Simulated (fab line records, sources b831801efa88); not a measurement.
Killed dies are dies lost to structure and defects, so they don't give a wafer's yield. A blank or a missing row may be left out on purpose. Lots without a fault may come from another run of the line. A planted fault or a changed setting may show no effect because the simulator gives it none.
A struck lot beside a sound one | flow sky130 | 24 steps out of a route of 708
Sound: wafers L692.2, L692.3, L692.6. Struck: wafer L696.4. (L696.2, L696.6 of the same lot were not struck and are left out.) The cause comes at the end.
At each step with rows: each side's tool, then ch and its chambers, then its first start. Under that, the readings that differ: sound wafers | struck wafers | difference of the means | sigmas: that difference in standard deviations of wafers without a fault.
alike: readings whose means differ by less than 2 such deviations, and words and numbers that are the same on both sides. not compared: withheld readings, readings that some wafer has no value for, bounds like >300 that may hide the same value, and numbers for which the record gives no deviation and whose values overlap.
The two part at a step that has a row with sigmas, a row that says differs or no value, or rows on one side only. Numbers that don't overlap but have no deviation are shown without sigmas and don't part them. A reading that every wafer of one side lacks parts them only if that side has two wafers or more.

SKY_CONTACT_RS_MEAS_25: measures by four-point-probe.
  sound on film_metro-03, day 33 22:07; struck on film_metro-03, day 34 23:53
  alike: CONTACT_W_RS
SKY_CONTACT_THK_MEAS_26: measures by xrf.
  sound on film_metro-03, day 33 22:14; struck on film_metro-03, day 34 23:59
  reading            | sound       | struck | difference | sigmas
  CONTACT_W_THK (nm) | 355 352 357 | 346    | -9         | -2
then, 1 step without rows for these wafers: SKY_CONTACT_CMP_27 (polishes, stops on SiO2, t overpolish 15 s, target thk 0 nm).
SKY_METAL1_SPUTTER_00: material Ti, target thk 15 nm, time 10 s.
  sound on pvd_sputter-02, day 33 22:35; struck on pvd_sputter-03, day 35 00:20
  alike: throttle_valve_pct
SKY_METAL1_SPUTTER_01: material TiN, target thk 20 nm, time 16.7 s.
  sound on pvd_sputter-02, day 33 22:37; struck on pvd_sputter-03, day 35 00:22
  alike: throttle_valve_pct
SKY_METAL1_SPUTTER_02: material AlCu, target thk 250 nm, time 13.3 s.
  sound on pvd_sputter-02, day 33 22:38; struck on pvd_sputter-03, day 35 00:23
  alike: throttle_valve_pct
SKY_METAL1_SPUTTER_03: material Ti, target thk 5 nm, time 3.3 s.
  sound on pvd_sputter-02, day 33 22:40; struck on pvd_sputter-03, day 35 00:25
  alike: throttle_valve_pct
SKY_METAL1_SPUTTER_04: material TiN, target thk 70 nm, time 58.3 s.
  sound on pvd_sputter-02, day 33 22:40; struck on pvd_sputter-03, day 35 00:26
  alike: throttle_valve_pct
SKY_METAL1_RS_MEAS_05: measures by four-point-probe.
  sound on film_metro-02, day 33 22:44; struck on film_metro-03, day 35 00:30
  alike: METAL1_ALCU_RS
SKY_METAL1_THK_MEAS_06: measures by xrf.
  sound on film_metro-02, day 33 22:51; struck on film_metro-03, day 35 00:37
  alike: METAL1_ALCU_THK
then, 2 steps without rows for these wafers: SKY_METAL1_DEHYDRATE_07 (time 60 s); SKY_METAL1_HMDS_08 (prime time 60 s).
SKY_METAL1_COAT_09: resist thk 60 nm.
  sound on litho_track-02 ch 0, day 34 11:53; struck on litho_track-02 ch 0, day 35 11:59
then, 5 steps without rows for these wafers: SKY_METAL1_COAT_10 (resist thk 450 nm); SKY_METAL1_SOFTBAKE_11 (time 90 s); SKY_METAL1_EXPOSE_12 (exposes mask MM1, target cd 140 nm); SKY_METAL1_PEB_13; SKY_METAL1_DEVELOP_14 (develop time 60 s).
SKY_METAL1_CD_MEAS_15: target cd 140 nm.
  sound on cd_sem-02, day 35 01:40; struck on cd_sem-01, day 36 01:49
  alike: cd_nm
SKY_METAL1_OVL_MEAS_16:
  sound on overlay-01, day 35 01:47; struck on overlay-01, day 36 01:56
  alike: METAL1_OVL
then, 1 step without rows for these wafers: SKY_METAL1_DESCUM_17 (chemistry O2, time 8 s).
SKY_METAL1_ETCH_18: etches BARC in N2/H2, stops on SiO2, time 45.9 s, target depth 60 nm.
  sound on rie_metal-04 ch 0,1, day 35 01:50; struck on rie_metal-01 ch 0, day 36 02:02
  reading                  | sound             | struck | difference | sigmas
  oes_product_au (a.u.)    | 0.860 0.855 0.857 | 0.840  | -0.017     | -4
  model.etch.depth_nm (nm) | 60.34 60.25 60.28 | 57.5   | -2.8       |
  alike: drypump_motor_current_A, n2_flow_sccm, throttle_valve_pct
  not compared: rf_hours_counter_h
then, 2 steps without rows for these wafers: SKY_METAL1_METAL_ETCH_19 (etches the open film in Cl2/BCl3, stops on SiO2, target depth 360 nm, time 78 s); SKY_PAD_OPEN_PROBE_99.

WHERE THEY PART
First at SKY_CONTACT_THK_MEAS_26; last, within this record, at SKY_METAL1_ETCH_18.

WHY: what the simulator had put in
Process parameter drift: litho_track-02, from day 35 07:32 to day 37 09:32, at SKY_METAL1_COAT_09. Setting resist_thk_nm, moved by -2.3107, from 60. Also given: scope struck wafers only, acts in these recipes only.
